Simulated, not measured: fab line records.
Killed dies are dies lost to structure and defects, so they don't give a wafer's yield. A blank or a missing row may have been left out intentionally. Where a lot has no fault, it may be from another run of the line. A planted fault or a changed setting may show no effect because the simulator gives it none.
Which tool is to blame? | flow gf180mcu | Sampling: 6 lots, 18 wafers, 3 of 602 route steps

## WHAT EACH GAUGE READ, for each wafer
GF_MIM_THK_MEAS_06.
lot  | measured     | on           | MIM_CVD_05_THK (nm)
L487 | day 24 23:04 | filmMetro-04 | 42.1 42.7 43.1
L489 | day 25 19:44 | filmMetro-04 | 41.7 42.3 42.9
L493 | day 27 04:36 | filmMetro-03 | 43.3 42.9 42.5
L497 | day 28 12:41 | filmMetro-02 | 42.3 42.5 43.2
L501 | day 29 10:45 | filmMetro-02 | 30.2 29.9 30.1 30.2 29.9 30.1
L506 | day 30 16:30 | filmMetro-04 | 41.7 42.4 42.7

## WHICH TOOL RAN EACH LOT (tool, then ch and the chambers of the sampled wafers, then the start)
lot  | GF_MIM_SPUTTER_00           | GF_MIM_CVD_05
L487 | pvdSputter-03, day 24 22:47 | pecvd-02 ch 1,2, day 24 23:01
L489 | pvdSputter-03, day 25 19:29 | pecvd-02 ch 0,2, day 25 19:43
L493 | pvdSputter-03, day 27 04:19 | pecvd-03 ch 0,1,2, day 27 04:33
L497 | pvdSputter-04, day 28 12:26 | pecvd-03 ch 0,1, day 28 12:39
L501 | pvdSputter-04, day 29 10:29 | pecvd-02 ch 0,2, day 29 10:43
L506 | pvdSputter-03, day 30 16:14 | pecvd-04 ch 0,1, day 30 16:28
- GF_MIM_SPUTTER_00: material Ti, target thk 37.5 nm, time 150 s.
- GF_MIM_CVD_05: deposits Si3N4, target thk 42 nm, time 29.086 s.

## THE ANSWER, worked out from the rows above alone
Rule: usual is defined by the lots themselves. Put in order of their means at a reading, lots are off if they are a third of the lots or fewer, leave a main group of 4 or more, and stand apart from it by a gap of 3 or more times the standard deviation of the main group's means; of several such gaps the widest counts. The tables above print the reading to a certain number of digits; a main group whose means all agree to those digits is not used. A lot without any number at a reading at which 4 lots or more have one is off too. The other lots that the step has rows for count as sound.
Off: L501, at GF_MIM_THK_MEAS_06 (MIM_CVD_05_THK). The main group has a mean of 42.6 nm with a standard deviation of 0.24.
If a tool, at a process step before that reading, ran all the lots that are off and no sound lot after the first of them, it fits. Gauges at GF_MIM_THK_MEAS_06: tried the same way as those tools. Can't be told from this: 3 tools fit, pvdSputter-04 at GF_MIM_SPUTTER_00, pecvd-02 at GF_MIM_CVD_05, filmMetro-02 at GF_MIM_THK_MEAS_06.

## WHAT HAD BEEN PUT IN BY THE SIMULATOR
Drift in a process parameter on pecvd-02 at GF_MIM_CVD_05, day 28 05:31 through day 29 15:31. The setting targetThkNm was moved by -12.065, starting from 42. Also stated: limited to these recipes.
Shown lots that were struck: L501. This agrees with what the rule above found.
